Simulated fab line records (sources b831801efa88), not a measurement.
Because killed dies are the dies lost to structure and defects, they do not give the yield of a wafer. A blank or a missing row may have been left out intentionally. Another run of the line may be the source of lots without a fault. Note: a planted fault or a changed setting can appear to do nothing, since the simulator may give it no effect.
A lot that was struck, set against a sound lot | flow sfqLine | 14 steps out of a route of 325
Sound: the wafers L210.1, L210.3, L210.6. The struck wafers were L198.1, L198.3, L198.6. The cause comes at the end.
Each step with rows lists, per side, the tool, then ch with its chambers, then its first start. Under that, the readings that differ: sound wafers | struck wafers | difference of the means | sigmas: that difference in standard deviations of wafers without a fault.
alike: readings whose means differ by less than 2 such deviations, and words and numbers that are the same on both sides. not compared: withheld readings, readings that some wafer has no value for, bounds like >300 that may hide the same value, and numbers for which the record gives no deviation and whose values overlap.
Wherever a step has rows on one side only, a row that says differs or no value, or a row with sigmas, the two part there. Non-overlapping numbers with no deviation appear without sigmas and do not part them. A reading that every wafer of one side lacks parts them only if that side has two wafers or more.

first, 1 step without rows for these wafers: SFQ_TRILAYER_M1_BARC_OPEN_METAL_ETCH_054 (etches BARC in O2, target depth 125 nm, time 41.7 s).
SFQ_TRILAYER_M1_ETCH_METAL_ETCH_042: etches Nb in Cl2/Ar, stops on SiO2, target depth 240 nm, time 120 s.
  sound on rieMetal-02 ch 0,1, day 33 00:15; struck on rieMetal-04 ch 0,1, day 24 16:24
  alike: biasW, drypumpMotorCurrentA, oesProductAu
  not compared: rfHoursCounterH
SFQ_TRILAYER_M1_STRIP_STRIP_043: strips in O2.
  sound on rieMetal-02 ch 0,1, day 33 00:22; struck on rieMetal-04 ch 0,1, day 24 16:32
  alike: drypumpMotorCurrentA, oesProductAu
  not compared: rfHoursCounterH
then, 1 step without rows for these wafers: SFQ_TRILAYER_M1_STRIP_SOLV_CLEAN_044 (cleans in NMP, time 600 s).
SFQ_TRILAYER_I1_DEP_PECVD_045: deposits SiO2 from SiH4/N2O, time 111.11 s, target thk 500 nm.
  sound on pecvd-02 ch 0,1,2, day 33 01:09; struck on pecvd-01 ch 1,2, day 24 17:19
  alike: heaterPowerW, susceptorTempC, throttleValvePct
SFQ_TRILAYER_I1_CMP_CMP_046: polishes SiO2.
  sound on cmp-01 ch 0,3, day 33 01:13; struck on cmp-01 ch 0,2, day 24 17:53
  alike: motorCurrentA, slurryFlowMlMin, timeToEndpointS
SFQ_I1_BOW_MEAS_912:
  struck on filmMetro-02, day 24 20:23; sound on filmMetro-02, day 33 04:13
  alike: I1_BOW
SFQ_TRILAYER_I1_METRO_MEASURE_047:
  struck on filmMetro-02, day 24 20:30; sound on filmMetro-02, day 33 04:20
  alike: thkNm
then, 4 steps without rows for these wafers: SFQ_TRILAYER_I1_VIA_LITHO_COAT_054 (resist thk 62 nm); SFQ_TRILAYER_I1_VIA_LITHO_COAT_049 (resist thk 650 nm); SFQ_TRILAYER_I1_VIA_LITHO_SOFTBAKE_053; SFQ_TRILAYER_I1_VIA_LITHO_EXPOSE_050 (exposes mask I1, target cd 500 nm).
SFQ_TRILAYER_I1_VIA_LITHO_PEB_052: peb time 60 s.
  struck on lithoTrack-04, day 25 01:27; sound on lithoTrack-03 ch 0, day 39 15:16
  no value came back on the struck wafers for chillPlateTempC (C), exhaustPa (Pa); on the sound wafers chillPlateTempC (C) reads 22.87 23.01 22.96
then, 1 step without rows for these wafers: SFQ_TRILAYER_I1_VIA_LITHO_DEVELOP_051 (time 60 s).

## WHERE THEY PART
At SFQ_TRILAYER_I1_VIA_LITHO_PEB_052 and nowhere else, as far as this record goes.

WHY: what had been put in by the simulator
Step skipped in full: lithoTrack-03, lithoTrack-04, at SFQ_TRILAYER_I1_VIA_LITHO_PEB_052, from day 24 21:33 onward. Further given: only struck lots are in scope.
